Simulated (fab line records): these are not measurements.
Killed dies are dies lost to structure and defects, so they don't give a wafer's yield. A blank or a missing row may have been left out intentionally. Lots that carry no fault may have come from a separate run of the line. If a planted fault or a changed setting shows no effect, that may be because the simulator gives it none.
Chamber matching | flow sky130 | pecvd-02 running SKY_CAPM_CVD_00: 3 sister chambers
The step deposits SiO2, target thk 15.5 nm. 16 wafers are shown with their chamber, then 8 later ones without.

== WAFERS PAIRED WITH THEIR CHAMBERS ==
wafer  | chamber | heater-power-w (W)
L074.3 | 0       | 674
L074.4 | 1       | 722
L074.6 | 0       | 675
L076.4 | 0       | 609
L076.5 | 1       | 795
L076.6 | 2       | 703
L078.1 | 2       | 736
L078.3 | 0       | 624
L078.6 | 2       | 728
L081.1 | 0       | 666
L081.2 | 2       | 698
L081.3 | 1       | 772
L082.1 | 1       | 730
L082.2 | 2       | 662
L082.4 | 1       | 761
L086.2 | 1       | 748

SIGNATURES (averages over the wafers above)
reading        | chamber 0 | chamber 1 | chamber 2 | scatter within a chamber
heater-power-w | 649.60    | 754.67    | 705.40    | 28.9
Rule: distance of a wafer from a chamber = root of the sum over the readings of ((wafer's reading minus chamber's mean) / reading's scatter) squared. The wafer belongs to the nearest chamber; if the next one is less than 2 further off, it can't be placed. How the scatter is found: for the shown wafers, subtract from each reading the mean of its chamber, square and add these, divide the total by (wafers less chambers), then take the root.

== WAFERS WHOSE CHAMBER IS MISSING ==
wafer  | heater-power-w (W)
L086.3 | 683
L086.6 | 675
L092.1 | 575
L092.2 | 729
L092.5 | 744
L095.1 | 638
L095.3 | 646
L095.4 | 653

== WHICH CHAMBER EACH ONE RAN IN ==
wafer  | from the rows above          | in truth
L086.3 | can't be placed: 2 or 0 or 1 | 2
L086.6 | can't be placed: 0 or 2 or 1 | 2
L092.1 | can't be placed: 0 or 2      | 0
L092.2 | can't be placed: 2 or 1 or 0 | 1
L092.5 | can't be placed: 1 or 2      | 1
L095.1 | can't be placed: 0 or 2      | 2
L095.3 | can't be placed: 0 or 2      | 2
L095.4 | can't be placed: 0 or 2      | 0
Correctly placed: 0 of 8. From these rows, 8 cannot be placed; in 8 the true chamber is one of the candidates. Wrongly placed: 0.
